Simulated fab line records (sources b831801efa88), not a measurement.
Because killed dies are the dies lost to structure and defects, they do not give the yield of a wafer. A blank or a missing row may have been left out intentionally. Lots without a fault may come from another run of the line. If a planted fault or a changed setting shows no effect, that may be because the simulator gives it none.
fab line records    flow gf180mcu    part 2 of 2: steps 32 to 42 of 42
record lots=5  wafers=15  lastDay=34
route steps=602 shown PSD@251 NSD@262 SAB@264 SALICIDE@278 CONTACT@287
lots that met no fault: from a run of the same line without faults
startH: hours from the record's first day to the start of the lot's first wafer shown    waitH: time in hours since the lot's previous step    " as in the row above    L1.1+2: one row covering several wafers at once    - no value present, or no start provided    * or withheld: withheld    < > ~ a bound
route shown NAME@n: a module of which the file shows steps, and the number in the route of the first    usual: the fault-free wafers' mean and standard deviation    same: alike in all rows    chamber/n: place in a boat    sites: the reading at each site    _std_site: standard deviation across them    _edge_site: mean of outer sites minus mean of inner sites    radiusMm: for every site, how far away it sits from the centre of the wafer    mask NAME#n: copy n    behind: the tool/chamber that last shaped the wafer    hold: cause of the lot's hold/its duration in hours/its outcome    device: transistor that didn't switch, given as n, p or np    end of line: tests of these same wafers at the route's end    where a step has no rows: the recipe by itself    killed: at the first sort, the dies lost to defects and structure; wafer yield is something else    map: the dies of a wafer, with x for killed, . for not killed, _ for no die there
set.NAME: the setting that was run; set.NAME@STEP: the one run at that earlier step    model.NAME: the simulator's own value behind a step, which no gauge read
lots at selected steps of the route; one table per step, one row per wafer
services: from which hour (startH, from the record's first day; less than 0 if before it) a tool's chamber was out of use, for how many hours, and why
## steps
# step GF_SALICIDE_RS_MEAS_04
# recipe thkMeasGauge=four-point-probe  reads=TiN_of_SALICIDE_SPUTTER_03+Co_of_SALICIDE_SPUTTER_02
# usual SALICIDE_TIN_RS=16.34/0.3
lot.wafer  tool          chamber  startH  waitH  SALICIDE_TIN_RS[ohm/sq]
L075.2     filmMetro-04  -        348.97  0.0    15.91
L075.3     "             -        "       "      15.95
L075.6     "             -        "       "      16.13
L077.2     filmMetro-03  -        365.54  0.0    15.97
L077.3     "             -        "       "      15.96
L077.4     "             -        "       "      16.41
L084.1     filmMetro-03  -        429.21  0.0    16.16
L084.2     "             -        "       "      16.66
L084.4     "             -        "       "      16.03
L086.1     filmMetro-04  -        443.39  0.0    16.24
L086.3     "             -        "       "      16.42
L086.6     "             -        "       "      16.07
L097.1     filmMetro-02  -        538.07  0.0    16.05
L097.4     "             -        "       "      16.56
L097.5     "             -        "       "      16.54
# step GF_SALICIDE_THK_MEAS_05
# recipe thkMeasGauge=xrf  reads=TiN_of_SALICIDE_SPUTTER_03
# usual SALICIDE_TIN_THK=19.89/0.25
lot.wafer  tool          chamber  startH  waitH  SALICIDE_TIN_THK[nm]
L075.2     filmMetro-04  -        349.08  0.1    20.04
L075.3     "             -        "       "      20.19
L075.6     "             -        "       "      19.99
L077.2     filmMetro-03  -        365.65  0.1    19.73
L077.3     "             -        "       "      20.19
L077.4     "             -        "       "      20.22
L084.1     filmMetro-03  -        429.33  0.1    19.55
L084.2     "             -        "       "      19.63
L084.4     "             -        "       "      19.67
L086.1     filmMetro-04  -        443.51  0.1    20.25
L086.3     "             -        "       "      20.05
L086.6     "             -        "       "      20.34
L097.1     filmMetro-02  -        538.19  0.1    19.73
L097.4     "             -        "       "      20.23
L097.5     "             -        "       "      20.06
# step GF_SALICIDE_RTA_06
# recipe tempC=530  timeS=30  ambient=N2
# usual lampPowerPct=6.28/0.085  wafer_temp_C_max=532.0/0.41
lot.wafer  tool          chamber  startH  waitH  lampPowerPct  wafer_temp_C_max
L075.2     rtpAnneal-02  0        349.14  0.1    6.37          532.9
L075.3     "             0        "       "      6.38          532.0
L075.6     "             0        "       "      6.37          532.2
L077.2     rtpAnneal-01  0        365.72  0.1    6.20          532.9
L077.3     "             0        "       "      6.19          532.5
L077.4     "             0        "       "      6.19          532.1
L084.1     rtpAnneal-02  0        429.39  0.1    6.38          531.9
L084.2     "             0        "       "      6.37          532.2
L084.4     "             0        "       "      6.37          531.7
L086.1     rtpAnneal-02  0        443.57  0.1    6.36          532.0
L086.3     "             0        "       "      6.37          531.6
L086.6     "             0        "       "      6.38          532.1
L097.1     rtpAnneal-02  0        538.25  0.1    6.36          532.1
L097.4     "             0        "       "      6.37          531.3
L097.5     "             0        "       "      6.37          531.5
# step GF_SALICIDE_WET_ETCH_07
# recipe chemistry=SPM  targetDepthNm=120  dry=n2Spin
lot.wafer   tool         chamber  startH  waitH
L075.2+3+6  wetBench-01  1        349.23  0.1
L077.2+3+4  wetBench-01  1        365.80  0.1
L084.1+2+4  wetBench-04  1        429.49  0.1
L086.1+3+6  wetBench-03  3        443.67  0.1
L097.1+4+5  wetBench-04  3        538.35  0.1
# step GF_SALICIDE_RTA_08
# recipe tempC=800  timeS=30  ambient=N2
# usual lampPowerPct=17.44/0.24  wafer_temp_C_max=803.1/0.68
lot.wafer  tool          chamber  startH  waitH  lampPowerPct  wafer_temp_C_max
L075.2     rtpAnneal-02  0        349.43  0.0    17.66         802.8
L075.3     "             0        "       "      17.66         803.5
L075.6     "             0        "       "      17.69         803.6
L077.2     rtpAnneal-02  0        365.91  0.0    17.68         802.0
L077.3     "             0        "       "      17.64         803.9
L077.4     "             0        "       "      17.68         803.3
L084.1     rtpAnneal-01  0        429.58  0.0    17.20         802.8
L084.2     "             0        "       "      17.21         804.3
L084.4     "             0        "       "      17.21         803.0
L086.1     rtpAnneal-01  0        443.76  0.0    17.19         803.8
L086.3     "             0        "       "      17.23         803.4
L086.6     "             0        "       "      17.21         804.0
L097.1     rtpAnneal-01  0        538.45  0.0    17.20         803.6
L097.4     "             0        "       "      17.19         803.8
L097.5     "             0        "       "      17.20         802.0
# step GF_CONTACT_CVD_00
# recipe material=SiO2  targetThkNm=300  sigmaOpenFrac=0.3  tempC=400  timeS=50  sih4FlowSccm=60  pressureMtorr=6
lot.wafer   tool       chamber  startH  waitH
L075.2+3+6  hdpcvd-02  1,0,1    349.51  0.1
L077.2+3+4  hdpcvd-01  1,0,0    366.00  0.1
L084.1+2+4  hdpcvd-02  2,1,2    429.68  0.1
L086.1+3+6  hdpcvd-02  0,1,0    443.86  0.1
L097.1+4+5  hdpcvd-01  2,0,2    538.55  0.1
# step GF_CONTACT_THK_MEAS_01
# recipe reads=SiO2_of_CONTACT_CVD_00
# usual CONTACT_CVD_00_THK=300/3
lot.wafer  tool          chamber  startH  waitH  CONTACT_CVD_00_THK[nm]
L075.2     filmMetro-02  -        349.56  0.0    301
L075.3     "             -        "       "      300
L075.6     "             -        "       "      302
L077.2     filmMetro-02  -        366.05  0.0    295
L077.3     "             -        "       "      302
L077.4     "             -        "       "      301
L084.1     filmMetro-02  -        429.73  0.0    302
L084.2     "             -        "       "      301
L084.4     "             -        "       "      301
L086.1     filmMetro-04  -        443.90  0.0    304
L086.3     "             -        "       "      304
L086.6     "             -        "       "      309
L097.1     filmMetro-04  -        538.60  0.0    291
L097.4     "             -        "       "      298
L097.5     "             -        "       "      297
# step GF_CONTACT_CVD_02
# recipe material=SiO2  targetThkNm=860  precursor=TEOS  tempC=400  timeS=95.992  rfW=600
# usual heaterPowerW=670/98
lot.wafer  tool      chamber  startH  waitH  heaterPowerW
L075.2     pecvd-01  0        349.61  0.0    598
L075.3     "         2        "       "      696
L075.6     "         1        "       "      605
L077.2     pecvd-02  1        366.10  0.0    643
L077.3     "         0        "       "      754
L077.4     "         2        "       "      636
L084.1     pecvd-02  1        429.79  0.1    697
L084.2     "         0        "       "      836
L084.4     "         0        "       "      667
L086.1     pecvd-01  0        443.96  0.1    622
L086.3     "         2        "       "      787
L086.6     "         0        "       "      505
L097.1     pecvd-01  2        538.66  0.1    677
L097.4     "         2        "       "      726
L097.5     "         0        "       "      593
# step GF_CONTACT_THK_MEAS_03
# recipe reads=SiO2_of_CONTACT_CVD_02
# usual CONTACT_CVD_02_THK=856/11
lot.wafer  tool          chamber  startH  waitH  CONTACT_CVD_02_THK[nm]
L075.2     filmMetro-04  -        349.70  0.1    851
L075.3     "             -        "       "      855
L075.6     "             -        "       "      868
L077.2     filmMetro-04  -        366.18  0.0    850
L077.3     "             -        "       "      853
L077.4     "             -        "       "      863
L084.1     filmMetro-04  -        429.86  0.0    846
L084.2     "             -        "       "      849
L084.4     "             -        "       "      858
L086.1     filmMetro-01  -        444.03  0.0    849
L086.3     "             -        "       "      852
L086.6     "             -        "       "      864
L097.1     filmMetro-04  -        538.73  0.0    849
L097.4     "             -        "       "      864
L097.5     "             -        "       "      873
# step GF_CONTACT_CMP_04
# recipe material=SiO2  downForcePsi=4  platenRpm=60  padVelocityMS=0.94248
# usual motorCurrentA=12.9/1.1  timeToEndpointS=109/6
lot.wafer  tool    chamber  startH  waitH  motorCurrentA  timeToEndpointS
L075.2     cmp-02  2        349.85  0.1    14.4           115
L075.3     "       3        "       "      12.8           114
L075.6     "       1        "       "      14.9           116
L077.3     cmp-01  2        366.28  0.1    13.6           109
L077.2     "       3        "       "      12.8           108
L077.4     "       0        "       "      10.8           114
L084.2     cmp-02  0        429.92  0.0    11.7           104
L084.4     "       1        "       "      14.7           112
L084.1     "       3        "       "      12.9           109
L086.1     cmp-02  3        444.14  0.1    13.0           107
L086.3     "       0        "       "      12.3           104
L086.6     "       2        "       "      13.8           119
L097.4     cmp-01  3        539.50  0.7    13.8           108
L097.1     "       1        "       "      11.9           102
L097.5     "       0        "       "      11.2           115
# step GF_CONTACT_BOW_MEAS_05
# recipe mode=bow
# usual CONTACT_BOW=67/7
lot.wafer  tool          chamber  startH  waitH  CONTACT_BOW[um]
L075.2     filmMetro-04  -        350.07  0.2    71
L075.3     "             -        "       "      63
L075.6     "             -        "       "      73
L077.2     filmMetro-01  -        366.55  0.2    70
L077.3     "             -        "       "      80
L077.4     "             -        "       "      69
L084.1     filmMetro-04  -        430.22  0.1    70
L084.2     "             -        "       "      72
L084.4     "             -        "       "      65
L086.1     filmMetro-02  -        444.39  0.2    62
L086.3     "             -        "       "      88
L086.6     "             -        "       "      76
L097.1     filmMetro-02  -        539.80  0.1    70
L097.4     "             -        "       "      68
L097.5     "             -        "       "      70
## services
tool             chamber  startH  hours  kind
cmp-02           -        309.92  0.7    repair
wetBench-01      -        309.97  6.3    repair
ilineStepper-01  -        327.07  1.7    pm
ilineStepper-02  -        329.35  1.1    repair
pecvd-02         -        333.30  2.5    repair
rtpAnneal-02     -        337.56  2.4    pm
pecvd-02         -        350.63  0.8    pm
ilineStepper-02  -        363.36  1.7    pm
pecvd-02         -        370.66  2.8    pm
pecvd-02         2        375.00  2.5    repair
pvdSputter-04    -        375.51  8.7    repair
pvdSputter-04    -        378.87  3.2    repair
pecvd-02         2        380.01  26.4   repair
wetBench-03      -        432.20  1.6    repair
ilineStepper-02  -        452.45  1.1    repair
plasmaAsher-03   -        475.67  7.3    repair
pecvd-02         -        479.31  0.6    repair
plasmaAsher-03   -        483.94  6.2    repair
plasmaAsher-03   -        487.10  3.1    repair
ilineStepper-02  -        497.86  2.1    pm
plasmaAsher-03   -        502.02  1.8    repair
wetBench-04      -        510.95  0.5    repair
wetBench-04      -        529.38  8.7    repair
ilineStepper-02  -        535.29  21.5   repair
